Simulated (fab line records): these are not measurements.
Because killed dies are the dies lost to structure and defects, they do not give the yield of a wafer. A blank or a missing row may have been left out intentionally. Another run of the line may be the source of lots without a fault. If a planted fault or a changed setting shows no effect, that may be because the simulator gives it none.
fab line records | flow sky130
record: lots: 4 | wafers: 12 | lastDay: 48
route steps=708 shown VIA4@653 METAL5@661 PASSIVATION@681 PAD_OPEN@694
lots that met no fault: from a run of the same line without faults
startH: hours from the record's opening day to when the first of the lot's shown wafers began | waitH: hours from the lot's prior step to this one | " the same as in the row above | L1.1+2: one row covering several wafers at once | - value missing, or start not given | * or withheld: withheld | < > ~ a bound
route shown NAME@n: a module of which the file shows steps, and the number in the route of the first | usual: mean/standard deviation of fault-free wafers | same: alike in all rows | chamber/n: place in a boat | sites: per-site readings | _std_site: how widely they spread, as a standard deviation | _edge_site: mean of outer sites minus mean of inner sites | radiusMm: how far each site lies from the wafer's centre | mask NAME#n: copy n | behind: tool/chamber where the wafer was last shaped | hold: why the lot went on hold/how many hours it stayed there/how the hold came to an end | device: names the non-switching transistor (n, p or np) | end of line: the route-end tests of the same wafers | a step without rows: its recipe alone | killed: dies that structure and defects cost at the first sort, which is not the same as the wafer's yield | map: a wafer's dies, marking killed ones x, the rest . and places with no die _
set.NAME: setting as actually run; set.NAME@STEP: the setting as run at that earlier step | model.NAME: the simulator's own value behind a step, which no gauge read
lots seen at some steps along the route; tables by step, rows by wafer
services: a tool's chamber out of use, with start hour (startH, from the record's first day; less than 0 if before it), hours out, and reason
== steps ==
step: SKY_VIA4_STRIP_14
recipe: chemistry: postEtchResidueRemover | timeS: 1200 | tempC: 72.5
step: SKY_VIA4_CLEAN_15
recipe: chemistry: IPA | timeS: 180 | tempC: 25
step: SKY_VIA4_CLEAN_16
recipe: chemistry: O3/DIW | dry: n2Spin
step: SKY_VIA4_SPUTTER_17
recipe: material: TiN | targetThkNm: 20 | chamberPressurePa: 5 | powerW: 4000 | timeS: 80
step: SKY_VIA4_CVD_18
recipe: material: W | targetThkNm: 505 | timeS: 152.14 | tempC: 400 | pressureTorr: 40
step: SKY_VIA4_CMP_21
recipe: stopOn: SiO2 | tOverpolishS: 25 | downForcePsi: 3.5 | platenRpm: 60 | targetThkNm: 0 | padVelocityMS: 0.94248
step: SKY_METAL5_SPUTTER_00
recipe: material: Ti | targetThkNm: 15 | powerW: 3000 | timeS: 10 | chamberPressurePa: 0.4
step: SKY_METAL5_SPUTTER_01
recipe: material: TiN | targetThkNm: 20 | powerW: 6500 | timeS: 16.7 | chamberPressurePa: 0.4
step: SKY_METAL5_SPUTTER_02
recipe: material: AlCu | targetThkNm: 1150 | powerW: 10600 | timeS: 61.2 | chamberPressurePa: 0.4
step: SKY_METAL5_SPUTTER_03
recipe: material: Ti | targetThkNm: 5 | powerW: 3000 | timeS: 3.3 | chamberPressurePa: 0.4
step: SKY_METAL5_SPUTTER_04
recipe: material: TiN | targetThkNm: 70 | powerW: 6500 | timeS: 58.3 | chamberPressurePa: 0.4
usual: throttleValvePct: 30.0/1.4
lot.wafer | tool          | chamber | startH  | waitH | throttleValvePct | model.TiN_of_METAL5_SPUTTER_04.thkNm
L339.1    | pvdSputter-02 | -       | 1026.75 | 0.0   | 29.5             | 71.06
L339.4    | "             | -       | "       | "     | 29.9             | 71.44
L339.6    | "             | -       | "       | "     | 28.1             | 70.61
L340.2    | pvdSputter-02 | -       | 1030.85 | 0.0   | 28.1             | 58.1
L340.3    | "             | -       | "       | "     | 31.2             | 58.43
L340.6    | "             | -       | "       | "     | 29.3             | 58.44
L344.2    | pvdSputter-02 | -       | 1057.19 | 0.0   | 31.3             | 58.27
L344.5    | "             | -       | "       | "     | 29.7             | 58.58
L344.6    | "             | -       | "       | "     | 28.1             | 58.75
L350.3    | pvdSputter-03 | -       | 1091.50 | 0.0   | 32.3             | 70.41
L350.5    | "             | -       | "       | "     | 32.4             | 70.5
L350.6    | "             | -       | "       | "     | 30.6             | 69.56
step: SKY_METAL5_DEHYDRATE_07
recipe: tempC: 200 | timeS: 60
step: SKY_METAL5_HMDS_08
recipe: primeTimeS: 60 | primeTempC: 120
step: SKY_METAL5_COAT_09
recipe: resist: NOVOLAK | spinRpm: 3000 | resistThkNm: 1800
step: SKY_METAL5_SOFTBAKE_10
recipe: tempC: 90 | timeS: 60 | resist: NOVOLAK
step: SKY_METAL5_EXPOSE_11
recipe: maskId: MM5 | na: 0.6 | sourceShape: conventional | sigmaOuter: 0.6 | polarization: unpolarized | targetCdNm: 1600 | doseMj: 190
step: SKY_METAL5_PEB_12
recipe: tempC: withheld | timeS: * | resist: NOVOLAK
step: SKY_METAL5_DEVELOP_13
recipe: resist: NOVOLAK | developer: TMAH | developTimeS: 60 | devTempC: 23
step: SKY_METAL5_DESCUM_14
recipe: chemistry: O2 | sourcePowerW: 150 | biasPowerW: 0 | pressureMtorr: 10 | tempC: 40 | timeS: 11
step: SKY_METAL5_METAL_ETCH_15
recipe: targetDepthA: 12600 | stopOn: SiO2 | overEtchFrac: 0.2 | timeS: 252 | chemistry: Cl2/BCl3 | resistSidewallDeg: 86 | pressureMtorr: 10 | icpW: 900 | biasW: 48.5 | Cl2_flow_sccm: 60 | bcl3FlowSccm: 30
step: SKY_METAL5_STRIP_16
recipe: chemistry: O2/N2 | powerW: 1356 | pressureMtorr: 1500 | platenTempC: withheld | o2FlowSccm: 3000 | n2FlowSccm: 300 | overashFraction: 0.5
step: SKY_METAL5_STRIP_17
recipe: chemistry: postEtchResidueRemover | timeS: 1200 | tempC: 72.5
usual: bathHeatDutyPct: 13.7/1.6
lot.wafer | tool        | chamber | startH  | waitH | bathHeatDutyPct | model.TiN_of_METAL5_SPUTTER_04.thkNm
L339.1    | wetBench-01 | 3       | 1049.70 | 0.1   | 14.9            | 70.64
L339.4    | "           | 3       | "       | "     | 14.5            | 71.02
L339.6    | "           | 3       | "       | "     | 14.0            | 70.2
L340.2    | wetBench-01 | 2       | 1053.38 | 0.1   | 14.7            | 57.67
L340.3    | "           | 2       | "       | "     | 14.2            | 58.01
L340.6    | "           | 2       | "       | "     | 14.5            | 58.02
L344.2    | wetBench-04 | 3       | 1078.20 | 0.1   | 14.8            | 57.85
L344.5    | "           | 3       | "       | "     | 14.8            | 58.15
L344.6    | "           | 3       | "       | "     | 15.4            | 58.32
L350.3    | wetBench-02 | 3       | 1112.65 | 0.0   | 13.9            | 70
L350.5    | "           | 3       | "       | "     | 13.3            | 70.09
L350.6    | "           | 3       | "       | "     | 13.7            | 69.15
step: SKY_METAL5_CLEAN_18
recipe: chemistry: IPA | timeS: 180 | tempC: 25
step: SKY_METAL5_CLEAN_19
recipe: chemistry: O3/DIW | dry: n2Spin
step: SKY_PASSIVATION_CVD_00
recipe: material: SiO2 | targetThkNm: 90 | tempC: 400 | timeS: withheld | rfW: 600
step: SKY_PASSIVATION_CVD_02
recipe: material: Si3N4 | targetThkNm: 540 | tempC: 400 | timeS: withheld | rfW: 438.4
step: SKY_PASSIVATION_DEHYDRATE_04
recipe: tempC: 200 | timeS: 60
step: SKY_PASSIVATION_HMDS_05
recipe: primeTimeS: 60 | primeTempC: 120
step: SKY_PASSIVATION_COAT_06
recipe: spinRpm: 2000 | resistThkNm: 3000
step: SKY_PASSIVATION_SOFTBAKE_07
recipe: tempC: 110 | timeS: withheld
step: SKY_PASSIVATION_EXPOSE_08
recipe: maskId: NSM | targetCdNm: 3000 | na: 0.57 | doseMj: 260
step: SKY_PASSIVATION_PEB_09
recipe: tempC: 115 | timeS: withheld
step: SKY_PASSIVATION_DEVELOP_10
recipe: developTimeS: 60 | devTempC: 23
step: SKY_PASSIVATION_ETCH_11
recipe: chemistry: CF4/O2 | targetDepthNm: 725 | stopOn: AlCu | sourceW: 800 | biasW: 150 | pressureMtorr: 150 | cf4FlowSccm: 80 | O2_flow_sccm: 10 | timeS: 161.1
usual: drypumpMotorCurrentA: 5.8/0.47 | oesProductAu: 0.973/0.0073 | throttleValvePct: 5.962/0.0085
lot.wafer | tool       | chamber | startH  | waitH | drypumpMotorCurrentA | oesProductAu | rfHoursCounterH | throttleValvePct | model.PASSIVATION.featureDepthNm
L339.1    | rieDiel-04 | 2       | 1071.42 | -     | 6.0                  | 0.964        | 18              | 5.950            | 696.3
L339.4    | "          | 1       | "       | "     | 5.6                  | 0.981        | 20              | 5.962            | 696.7
L339.6    | "          | 0       | "       | "     | 4.9                  | 0.987        | -               | 5.970            | 714.9
L340.2    | rieDiel-03 | 2       | 1075.52 | -     | 5.7                  | 0.954        | 18              | 5.973            | 674.5
L340.3    | "          | 1       | "       | "     | 5.9                  | 0.948        | 22              | 5.946            | 675
L340.6    | "          | 3       | "       | "     | 5.9                  | 0.974        | -               | 5.949            | 684.4
L344.2    | rieDiel-04 | 3       | 1099.78 | -     | 5.9                  | 0.954        | 21              | 5.954            | 677
L344.5    | "          | 1       | "       | "     | 5.6                  | 0.975        | -               | 5.968            | 696.5
L344.6    | "          | 2       | "       | "     | 6.0                  | 0.967        | -               | 5.969            | 683.7
L350.3    | rieDiel-02 | 0       | 1132.88 | -     | 6.7                  | 0.977        | 24              | 5.962            | 699.9
L350.5    | "          | 0       | "       | "     | 6.7                  | 0.977        | -               | 5.950            | 699.5
L350.6    | "          | 1       | "       | "     | 6.0                  | 0.980        | -               | 5.959            | 710.3
step: SKY_PASSIVATION_STRIP_12
recipe: chemistry: O2/N2 | powerW: 1400 | pressureMtorr: 1500 | platenTempC: withheld | overashFraction: 0.7 | o2FlowSccm: 3000 | n2FlowSccm: 300
step: SKY_PAD_OPEN_DEHYDRATE_00
recipe: tempC: 200 | timeS: 60
step: SKY_PAD_OPEN_ETCH_07
recipe: chemistry: CF4/O2 | targetDepthNm: 725 | stopOn: AlCu | sourceW: 800 | biasW: 150 | pressureMtorr: 150 | cf4FlowSccm: 80 | O2_flow_sccm: 10 | timeS: 161.1
usual: drypumpMotorCurrentA: 5.8/0.56 | oesProductAu: 0.973/0.0078 | throttleValvePct: 5.963/0.0082
lot.wafer | tool       | chamber | startH  | waitH | drypumpMotorCurrentA | oesProductAu | rfHoursCounterH | throttleValvePct | model.PAD_OPEN.featureDepthNm
L339.1    | rieDiel-04 | 2       | 1091.98 | -     | 6.0                  | 0.969        | 18              | 5.964            | 696.3
L339.4    | "          | 1       | "       | "     | 5.6                  | 0.971        | 21              | 5.962            | 696.7
L339.6    | "          | 3       | "       | "     | 5.8                  | 0.979        | -               | 5.968            | 714.9
L340.2    | rieDiel-02 | 2       | 1096.02 | -     | 5.1                  | 0.954        | 22              | 5.962            | 674.5
L340.3    | "          | 0       | "       | "     | 6.7                  | 0.947        | 23              | 5.947            | 675
L340.6    | "          | 2       | "       | "     | 5.1                  | 0.969        | -               | 5.950            | 684.4
L344.2    | rieDiel-01 | 1       | 1119.58 | -     | 5.5                  | 0.950        | 12              | 5.960            | 677
L344.5    | "          | 3       | "       | "     | 5.9                  | 0.977        | -               | 5.957            | 696.5
L344.6    | "          | 0       | "       | "     | 6.1                  | 0.969        | -               | 5.950            | 683.7
L350.3    | rieDiel-02 | 1       | 1151.43 | -     | 6.0                  | 0.975        | 23              | 5.979            | 699.9
L350.5    | "          | 3       | "       | "     | 5.0                  | 0.980        | -               | 5.957            | 699.5
L350.6    | "          | 0       | "       | "     | 6.7                  | 0.982        | -               | 5.961            | 707.3
step: SKY_PAD_OPEN_PROBE_99
usual: defectLimitedYield: 82.7/1.8 | killed_at_M0_to_M3: 42/7.5 | killed_at_M4_up: 3.2/1.7 | killedAtContacts: 24/5.1 | killedAtFrontEnd: 15/4.1 | killedAtOther: 0.3/0.58 | killedDies: 85/8.9 | killedOpen: 46/6.4 | killedShort: 39/6 | sort_bin_3_pad_short: 0.9/0.4 | sort_bin_5_function: 10.1/1.6 | sort_bin_6_memory: 6.3/1 | sortNPass: 407/9 | sortYieldPct: 82.7/1.8
same: grossDies: 492 | killedAtBackSide: 0 | sort_bin_4_leakage[%]: 0 | sort_bin_8_speed[%]: 0
lot.wafer | tool      | chamber | startH  | waitH | defectLimitedYield[%] | killed_at_M0_to_M3 | killed_at_M4_up | killedAtContacts | killedAtFrontEnd | killedAtOther | killedDies | killedOpen | killedShort | sort_bin_3_pad_short[%] | sort_bin_5_function[%] | sort_bin_6_memory[%] | sortNPass | sortYieldPct[%]
L339.1    | prober-01 | -       | 1094.35 | 0.1   | 83.7                  | 38                 | 5               | 22               | 15               | 0             | 80         | 47         | 33          | 0.4                     | 11.4                   | 4.5                  | 412       | 83.7
L339.4    | prober-01 | -       | 1094.50 | 0.2   | 81.9                  | 49                 | 1               | 23               | 16               | 0             | 89         | 45         | 43          | 1.8                     | 10.4                   | 5.9                  | 403       | 81.9
L339.6    | prober-01 | -       | 1094.60 | 0.2   | 80.7                  | 56                 | 4               | 19               | 16               | 0             | 95         | 58         | 37          | 0.8                     | 12.2                   | 6.3                  | 397       | 80.7
L340.2    | prober-02 | -       | 1098.42 | 0.1   | 81.1                  | 40                 | 7               | 32               | 13               | 1             | 93         | 54         | 39          | 0.8                     | 10.8                   | 7.3                  | 399       | 81.1
L340.3    | prober-02 | -       | 1098.47 | 0.2   | 83.1                  | 43                 | 3               | 20               | 16               | 1             | 83         | 44         | 37          | 1.2                     | 9.1                    | 6.5                  | 409       | 83.1
L340.6    | prober-02 | -       | 1098.62 | 0.2   | 82.7                  | 41                 | 4               | 27               | 12               | 1             | 85         | 42         | 42          | 0.6                     | 9.3                    | 7.3                  | 407       | 82.7
L344.2    | prober-02 | -       | 1121.95 | 0.1   | 81.7                  | 36                 | 3               | 37               | 14               | 0             | 90         | 51         | 38          | 1.0                     | 12.0                   | 5.3                  | 402       | 81.7
L344.5    | prober-02 | -       | 1122.10 | 0.2   | 78.9                  | 56                 | 2               | 24               | 22               | 0             | 104        | 50         | 54          | 1.0                     | 14.0                   | 6.1                  | 388       | 78.9
L344.6    | prober-02 | -       | 1122.15 | 0.2   | 81.3                  | 46                 | 2               | 27               | 17               | 0             | 92         | 57         | 35          | 0.4                     | 10.8                   | 7.5                  | 400       | 81.3
L350.3    | prober-02 | -       | 1154.11 | 0.2   | 81.9                  | 56                 | 4               | 16               | 12               | 1             | 89         | 54         | 35          | 1.2                     | 10.2                   | 6.7                  | 403       | 81.9
L350.5    | prober-02 | -       | 1154.21 | 0.2   | 81.5                  | 47                 | 8               | 22               | 13               | 1             | 91         | 51         | 39          | 1.4                     | 10.2                   | 6.9                  | 401       | 81.5
L350.6    | prober-02 | -       | 1154.26 | 0.2   | 83.5                  | 45                 | 3               | 20               | 13               | 0             | 81         | 51         | 30          | 0.4                     | 9.1                    | 6.9                  | 411       | 83.5
killed by level:class
L339.1 CONTACT:geometricParticle:open=12 METAL1:geometricParticle:short=8 VIA1:geometricParticle:open=7 FIELD_ISO:geometricParticle:open=6 VIA1:geometricParticle:short=5 VIA3:geometricParticle:open=5 LI_CONTACT:geometricParticle:open=4 POLY_GATE:geometricParticle:short=3
L339.4 VIA1:geometricParticle:open=15 VIA1:geometricParticle:short=10 METAL1:geometricParticle:short=8 CONTACT:geometricParticle:open=7 LI_CONTACT:geometricParticle:open=7 VIA2:geometricParticle:open=5 FIELD_ISO:geometricParticle:short=4 POLY_GATE:geometricParticle:short=4
L339.6 VIA1:geometricParticle:open=18 VIA3:geometricParticle:open=8 CONTACT:geometricParticle:open=7 VIA2:geometricParticle:open=7 METAL2:geometricParticle:short=6 CONTACT:geometricParticle:short=5 METAL1:geometricParticle:short=5 FIELD_ISO:geometricParticle:short=4
L340.2 LI_CONTACT:geometricParticle:open=12 CONTACT:geometricParticle:open=9 VIA1:geometricParticle:open=8 FIELD_ISO:geometricParticle:open=6 LI_CONTACT:geometricParticle:short=6 VIA3:geometricParticle:open=6 METAL2:geometricParticle:short=5 VIA2:geometricParticle:open=5
L340.3 VIA1:geometricParticle:open=11 POLY_GATE:geometricParticle:open=6 LI_CONTACT:geometricParticle:open=6 METAL1:geometricParticle:short=6 METAL2:geometricParticle:short=6 VIA2:geometricParticle:open=6 CONTACT:geometricParticle:short=5 VIA3:geometricParticle:open=4
L340.6 VIA1:geometricParticle:open=13 CONTACT:geometricParticle:open=7 LI_CONTACT:geometricParticle:open=6 METAL1:geometricParticle:short=6 LI_CONTACT:geometricParticle:short=5 VIA1:geometricParticle:short=5 FIELD_ISO:geometricParticle:open=4 CONTACT:geometricParticle:short=4
L344.2 LI_CONTACT:geometricParticle:open=11 VIA1:geometricParticle:open=11 CONTACT:geometricParticle:short=10 CONTACT:geometricParticle:open=9 METAL1:geometricParticle:short=5 VIA3:geometricParticle:open=5 FIELD_ISO:geometricParticle:open=4 VIA2:geometricParticle:short=4
L344.5 VIA3:geometricParticle:open=11 CONTACT:geometricParticle:open=8 VIA1:geometricParticle:open=8 POLY_GATE:geometricParticle:short=7 VIA1:geometricParticle:short=7 METAL2:geometricParticle:short=7 FIELD_ISO:geometricParticle:open=6 VIA2:geometricParticle:open=6
L344.6 VIA1:geometricParticle:open=10 LI_CONTACT:geometricParticle:open=10 VIA3:geometricParticle:open=10 FIELD_ISO:geometricParticle:short=7 VIA2:geometricParticle:open=6 FIELD_ISO:geometricParticle:open=5 CONTACT:geometricParticle:open=5 METAL2:geometricParticle:short=5
L350.3 VIA3:geometricParticle:open=12 VIA2:geometricParticle:open=10 VIA1:geometricParticle:open=8 CONTACT:geometricParticle:open=8 VIA1:geometricParticle:short=7 METAL2:geometricParticle:short=7 METAL1:geometricParticle:short=5 FIELD_ISO:geometricParticle:short=3
L350.5 VIA1:geometricParticle:open=13 CONTACT:geometricParticle:open=8 VIA2:geometricParticle:open=8 METAL2:geometricParticle:short=7 LI_CONTACT:geometricParticle:open=6 METAL1:geometricParticle:short=5 VIA1:geometricParticle:short=5 FIELD_ISO:geometricParticle:short=4
L350.6 VIA1:geometricParticle:open=16 CONTACT:geometricParticle:open=8 VIA3:geometricParticle:open=6 VIA2:geometricParticle:open=5 FIELD_ISO:geometricParticle:open=4 LI_CONTACT:geometricParticle:short=4 METAL2:geometricParticle:short=4 POLY_GATE:geometricParticle:short=3
== services ==
tool          | chamber | startH  | hours | kind
rieDiel-04    | 1       | 1005.27 | 23.5  | repair
rieDiel-02    | 0       | 1005.39 | 8.9   | repair
rieDiel-04    | 2       | 1008.66 | 34.8  | repair
rieDiel-01    | 0       | 1038.21 | 2.9   | repair
rieDiel-03    | 1       | 1039.24 | 4.1   | repair
pvdSputter-03 | 1       | 1041.70 | -     | consumableReplace:kit
pvdSputter-03 | 1       | 1041.70 | 18.0  | scheduledDown
pvdSputter-03 | 1       | 1041.70 | 18.0  | ventCycle
wetBench-04   | -       | 1052.49 | 0.9   | repair
pvdSputter-02 | -       | 1057.94 | 1.1   | repair
rieDiel-04    | 3       | 1080.50 | 9.9   | repair
rieDiel-01    | -       | 1084.97 | 14.6  | pm
pvdSputter-02 | 1       | 1089.00 | -     | consumableReplace:kit
pvdSputter-02 | 1       | 1089.00 | 18.0  | scheduledDown
pvdSputter-02 | 1       | 1089.00 | 18.0  | ventCycle
rieDiel-03    | 1       | 1098.19 | -     | clean
rieDiel-03    | 1       | 1098.19 | 40.3  | scheduledDown
rieDiel-03    | 0       | 1104.64 | 7.3   | repair
wetBench-04   | -       | 1121.35 | 15.8  | repair
rieDiel-01    | 2       | 1122.88 | 10.2  | repair
rieDiel-04    | -       | 1129.78 | 28.1  | pm
rieDiel-01    | 0       | 1136.26 | 4.1   | repair
pvdSputter-02 | -       | 1141.96 | 12.5  | repair
rieDiel-03    | -       | 1150.53 | 15.6  | pm
== key ==
firstSign none at tools or gauges
modelEffect: step: SKY_METAL5_SPUTTER_04 | value: TiN_of_METAL5_SPUTTER_04.thkNm | without: 70.79 | struck: 58.43
modelEffect: step: SKY_METAL5_STRIP_17 | value: TiN_of_METAL5_SPUTTER_04.thkNm | without: 70.36 | struck: 58
modelEffect: step: SKY_PASSIVATION_ETCH_11 | value: PASSIVATION.featureDepthNm | without: 694.2 | struck: 681.8
modelEffect: step: SKY_PAD_OPEN_ETCH_07 | value: PAD_OPEN.featureDepthNm | without: 694.2 | struck: 681.8
metAt SKY_METAL5_SPUTTER_04
struckWafers L340.2,L340.3,L340.6,L344.2,L344.5,L344.6
onsetBetween 1026.75 1030.85
fault: kind: processParameterDrift | tool: pvdSputter-02 | chamber: - | onsetH: 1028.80 | steps: SKY_METAL5_SPUTTER_04 | channel: timeS | offset: * | shape: step | endH: 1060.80 | actsIn: * | stated: *
